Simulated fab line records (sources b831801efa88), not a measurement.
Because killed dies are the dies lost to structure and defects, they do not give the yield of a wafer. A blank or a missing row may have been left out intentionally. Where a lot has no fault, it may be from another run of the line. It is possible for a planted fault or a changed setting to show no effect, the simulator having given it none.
What tool caused it? / flow gf180mcu / 38 wafers from 14 lots sampled at 6 of the route's 602 steps

WHAT EACH GAUGE READ, for each wafer
GF_STI_THK_MEAS_24.
lot=L450; measured=day 2 08:10; on=film-metro-02; STI_CVD_23_THK (nm)=641 647 648
lot=L451; measured=day 2 13:41; on=film-metro-03; STI_CVD_23_THK (nm)=648 657 647
lot=L453; measured=day 3 01:26; on=film-metro-04; STI_CVD_23_THK (nm)=657 649 658
lot=L454; measured=day 3 08:37; on=film-metro-02; STI_CVD_23_THK (nm)=645 642 640
lot=L455; measured=day 3 11:39; on=film-metro-03; STI_CVD_23_THK (nm)=648 651 650
lot=L456; measured=day 3 16:20; on=film-metro-03; STI_CVD_23_THK (nm)=653 651 646
lot=L457; measured=day 3 20:38; on=film-metro-04; STI_CVD_23_THK (nm)=652 650 650
lot=L463; measured=day 5 03:52; on=film-metro-03; STI_CVD_23_THK (nm)=1188 1192 1188 1192
lot=L464; measured=day 5 11:49; on=film-metro-03; STI_CVD_23_THK (nm)=1191 1192
lot=L466; measured=day 5 19:19; on=film-metro-02; STI_CVD_23_THK (nm)=1194 657 1194 657
lot=L467; measured=day 6 00:21; on=film-metro-02; STI_CVD_23_THK (nm)=636 654 642
lot=L468; measured=day 6 05:07; on=film-metro-03; STI_CVD_23_THK (nm)=653 651 655
lot=L470; measured=day 6 16:07; on=film-metro-04; STI_CVD_23_THK (nm)=648 649 655
lot=L472; measured=day 7 02:23; on=film-metro-02; STI_CVD_23_THK (nm)=654 649 647

GF_DNWELL_TW_MEAS_09.
lot=L450; measured=day 2 22:42; on=film-metro-04; DNWELL_TW=1320 1326 1319
lot=L451; measured=day 3 04:28; on=film-metro-02; DNWELL_TW=1381 1380 1383
lot=L453; measured=day 3 16:32; on=film-metro-02; DNWELL_TW=1357 1360 1371
lot=L454; measured=day 4 01:04; on=film-metro-02; DNWELL_TW=1352 1355 1357
lot=L455; measured=day 4 03:19; on=film-metro-04; DNWELL_TW=1324 1328 1331
lot=L456; measured=day 4 08:13; on=film-metro-04; DNWELL_TW=1343 1341 1331
lot=L457; measured=day 4 13:16; on=film-metro-04; DNWELL_TW=1341 1333 1338
lot=L463; measured=day 5 20:59; on=film-metro-01; DNWELL_TW=1347 1348
lot=L464; measured=day 6 05:40; on=film-metro-01; DNWELL_TW=1354
lot=L466; measured=day 6 13:36; on=film-metro-01; DNWELL_TW=1354 1347
lot=L467; measured=day 6 19:06; on=film-metro-02; DNWELL_TW=1362 1360 1367
lot=L468; measured=day 6 22:52; on=film-metro-04; DNWELL_TW=1333 1332 1339
lot=L470; measured=day 7 14:58; on=film-metro-02; DNWELL_TW=1364 1361 1356
lot=L472; measured=day 7 20:53; on=film-metro-04; DNWELL_TW=1330 1345 1334

GF_MVPSD_OVL_MEAS_07.
lot=L450; measured=day 5 05:22; on=overlay-01; MVPSD_OVL (nm)=-2.3 -3.6 -3.8
lot=L451; measured=day 5 11:13; on=overlay-02; MVPSD_OVL (nm)=-0.2 -1.4 -0.3
lot=L453; measured=day 6 01:11; on=overlay-02; MVPSD_OVL (nm)=-2.0 -1.8 -1.2
lot=L454; measured=day 6 10:29; on=overlay-02; MVPSD_OVL (nm)=-2.6 -1.5 -1.4
lot=L455; measured=day 6 14:25; on=overlay-02; MVPSD_OVL (nm)=-0.6 1.0 -0.6
lot=L456; measured=day 6 19:04; on=overlay-02; MVPSD_OVL (nm)=1.1 -1.2 -1.3
lot=L457; measured=day 6 23:58; on=overlay-01; MVPSD_OVL (nm)=-3.0 -2.4 -0.6
lot=L463; measured=day 8 11:17; on=overlay-02; MVPSD_OVL (nm)=-0.6 -0.2
lot=L464; measured=day 8 21:02; on=overlay-02; MVPSD_OVL (nm)=-0.8
lot=L466; measured=day 9 06:05; on=overlay-01; MVPSD_OVL (nm)=0.4 -1.5
lot=L467; measured=day 9 12:14; on=overlay-01; MVPSD_OVL (nm)=-2.0 -1.0 -0.8
lot=L468; measured=day 9 18:34; on=overlay-01; MVPSD_OVL (nm)=-1.9 -2.3 -2.5
lot=L470; measured=day 10 11:22; on=overlay-01; MVPSD_OVL (nm)=-2.6 -1.7 -2.0
lot=L472; measured=day 10 18:31; on=overlay-01; MVPSD_OVL (nm)=-3.4 -0.3 -3.1

GF_VT_IMPLANT_OVL_MEAS_29.
lot=L450; measured=day 7 03:10; on=overlay-02; VT_IMPLANT_02_OVL (nm)=0.3 1.1 0.9
lot=L451; measured=day 7 09:13; on=overlay-02; VT_IMPLANT_02_OVL (nm)=0.8 0.4 -0.3
lot=L453; measured=day 8 00:22; on=overlay-02; VT_IMPLANT_02_OVL (nm)=-1.4 -0.6 2.1
lot=L454; measured=day 8 09:34; on=overlay-01; VT_IMPLANT_02_OVL (nm)=0.4 0.4 0.6
lot=L455; measured=day 8 14:31; on=overlay-01; VT_IMPLANT_02_OVL (nm)=-0.9 -0.9 0.6
lot=L456; measured=day 8 18:43; on=overlay-02; VT_IMPLANT_02_OVL (nm)=-0.3 1.8 0.9
lot=L457; measured=day 9 01:34; on=overlay-02; VT_IMPLANT_02_OVL (nm)=1.2 1.0 1.5
lot=L463; measured=day 10 15:37; on=overlay-01; VT_IMPLANT_02_OVL (nm)=-0.8 0.3
lot=L464; measured=day 11 01:47; on=overlay-01; VT_IMPLANT_02_OVL (nm)=-0.6
lot=L466; measured=day 11 10:59; on=overlay-01; VT_IMPLANT_02_OVL (nm)=-1.3 -0.2
lot=L467; measured=day 11 18:07; on=overlay-02; VT_IMPLANT_02_OVL (nm)=2.1 1.4 1.2
lot=L468; measured=day 12 01:16; on=overlay-02; VT_IMPLANT_02_OVL (nm)=2.9 1.3 -0.4
lot=L470; measured=day 12 19:31; on=overlay-02; VT_IMPLANT_02_OVL (nm)=-1.4 1.0 1.9
lot=L472; measured=day 13 03:37; on=overlay-02; VT_IMPLANT_02_OVL (nm)=-0.2 -0.2 -0.8

TOOL THAT RAN EACH LOT (tool first, then ch and the chambers of the sampled wafers, then the start)
lot=L450; GF_STI_CVD_23=hdpcvd-02 ch 0,1,2, day 2 08:04; GF_STI_CMP_25=cmp-01 ch 1,2,3, day 2 08:22
lot=L451; GF_STI_CVD_23=hdpcvd-01 ch 0,2, day 2 13:37; GF_STI_CMP_25=cmp-01 ch 0,2, day 2 13:45
lot=L453; GF_STI_CVD_23=hdpcvd-01 ch 0,2, day 3 01:22; GF_STI_CMP_25=cmp-02 ch 0,2,3, day 3 01:34
lot=L454; GF_STI_CVD_23=hdpcvd-02 ch 0,1,2, day 3 08:32; GF_STI_CMP_25=cmp-01 ch 0,1,2, day 3 08:40
lot=L455; GF_STI_CVD_23=hdpcvd-01 ch 0,1, day 3 11:34; GF_STI_CMP_25=cmp-01 ch 0,1,3, day 3 11:48
lot=L456; GF_STI_CVD_23=hdpcvd-01 ch 0,1,2, day 3 16:16; GF_STI_CMP_25=cmp-01 ch 0,1,2, day 3 16:26
lot=L457; GF_STI_CVD_23=hdpcvd-01 ch 1,2, day 3 20:32; GF_STI_CMP_25=cmp-02 ch 0,3, day 3 20:44
lot=L463; GF_STI_CVD_23=hdpcvd-02 ch 0,2, day 5 03:47; GF_STI_CMP_25=cmp-01 ch 0,1, day 5 09:56
lot=L464; GF_STI_CVD_23=hdpcvd-02 ch 2, day 5 11:44; GF_STI_CMP_25=cmp-02 ch 1, day 5 14:14
lot=L466; GF_STI_CVD_23=hdpcvd-02 ch 0,2, day 5 19:14; GF_STI_CMP_25=cmp-02 ch 0,1, day 6 02:32
lot=L467; GF_STI_CVD_23=hdpcvd-01 ch 0,2, day 6 00:15; GF_STI_CMP_25=cmp-01 ch 0,1, day 6 00:26
lot=L468; GF_STI_CVD_23=hdpcvd-01 ch 0,1,2, day 6 05:02; GF_STI_CMP_25=cmp-02 ch 0,1,2, day 6 05:10
lot=L470; GF_STI_CVD_23=hdpcvd-01 ch 0,1,2, day 6 16:02; GF_STI_CMP_25=cmp-02 ch 0,1,2, day 6 18:56
lot=L472; GF_STI_CVD_23=hdpcvd-01 ch 1,2, day 7 02:19; GF_STI_CMP_25=cmp-02 ch 2,3, day 7 02:37
- GF_STI_CVD_23: deposits SiO2, target thk 650 nm, time 108.3 s.
- GF_STI_CMP_25: polishes, stops on Si3N4, t overpolish 33 s, target thk 524.6 nm.

WHAT THE TOOLS THEMSELVES READ (means of the sampled wafers that have a number; where no wafer has one, the mark that the record gives instead)
GF_STI_CMP_25.
lot=L450; tool=cmp-01; motor-current-A (A)=11.9; slurry-flow-ml-min=149.9; time-to-endpoint-s (s)=116
lot=L451; tool=cmp-01; motor-current-A (A)=11.6; slurry-flow-ml-min=149.9; time-to-endpoint-s (s)=115
lot=L453; tool=cmp-02; motor-current-A (A)=11.9; slurry-flow-ml-min=149.8; time-to-endpoint-s (s)=127
lot=L454; tool=cmp-01; motor-current-A (A)=11.6; slurry-flow-ml-min=150.2; time-to-endpoint-s (s)=116
lot=L455; tool=cmp-01; motor-current-A (A)=10.8; slurry-flow-ml-min=150.2; time-to-endpoint-s (s)=111
lot=L456; tool=cmp-01; motor-current-A (A)=11.8; slurry-flow-ml-min=150.0; time-to-endpoint-s (s)=118
lot=L457; tool=cmp-02; motor-current-A (A)=11.9; slurry-flow-ml-min=149.4; time-to-endpoint-s (s)=127
lot=L463; tool=cmp-01; motor-current-A (A)=11.5; slurry-flow-ml-min=149.6; time-to-endpoint-s (s)=216
lot=L464; tool=cmp-02; motor-current-A (A)=12.3; slurry-flow-ml-min=149.9; time-to-endpoint-s (s)=220
lot=L466; tool=cmp-02; motor-current-A (A)=11.9; slurry-flow-ml-min=150.2; time-to-endpoint-s (s)=172
lot=L467; tool=cmp-01; motor-current-A (A)=11.1; slurry-flow-ml-min=150.4; time-to-endpoint-s (s)=119
lot=L468; tool=cmp-02; motor-current-A (A)=12.1; slurry-flow-ml-min=149.9; time-to-endpoint-s (s)=124
lot=L470; tool=cmp-02; motor-current-A (A)=12.3; slurry-flow-ml-min=150.1; time-to-endpoint-s (s)=121
lot=L472; tool=cmp-02; motor-current-A (A)=11.7; slurry-flow-ml-min=150.3; time-to-endpoint-s (s)=120

THE ANSWER, worked out from the rows above alone
Rule: the lots themselves supply what counts as usual. Put in order of their means at a reading, lots are off if they are a third of the lots or fewer, leave a main group of 4 or more, and stand apart from it by a gap of 3 or more times the standard deviation of the main group's means; of several such gaps the widest counts. Not used: any main group whose means are identical at the precision the tables above print for the reading. Also off: a lot with no number at a reading for which 4 or more lots have one. Any other lot the step has rows for is counted as sound. Order of review: gauges by route order, followed by the tools' own readings, for which a lot's mean as printed above is used. At the first step where some lot is off, the reading lying furthest off is the one used; lots without a number count as furthest.
Off: L463, L464, L466, seen at GF_STI_THK_MEAS_24 (STI_CVD_23_THK). The main group: mean 649 nm, standard deviation 3.6.
If a tool, at a process step before that reading, ran all the lots that are off and no sound lot after the first of them, it fits. Not tried: the gauges at GF_STI_THK_MEAS_24; whatever is off there is also off at GF_STI_CMP_25, on other tools, and gauge error can't account for it. One candidate fits, namely hdpcvd-02 at GF_STI_CVD_23. Its last sound lot is L454 (day 3 08:32), its first lot that is off L463 (day 5 03:47): a fault that began between those two fits.

WHAT WAS PUT IN BY THE SIMULATOR
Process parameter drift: hdpcvd-02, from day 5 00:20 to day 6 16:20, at GF_STI_CVD_23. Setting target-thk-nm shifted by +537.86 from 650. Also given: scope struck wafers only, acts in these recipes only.
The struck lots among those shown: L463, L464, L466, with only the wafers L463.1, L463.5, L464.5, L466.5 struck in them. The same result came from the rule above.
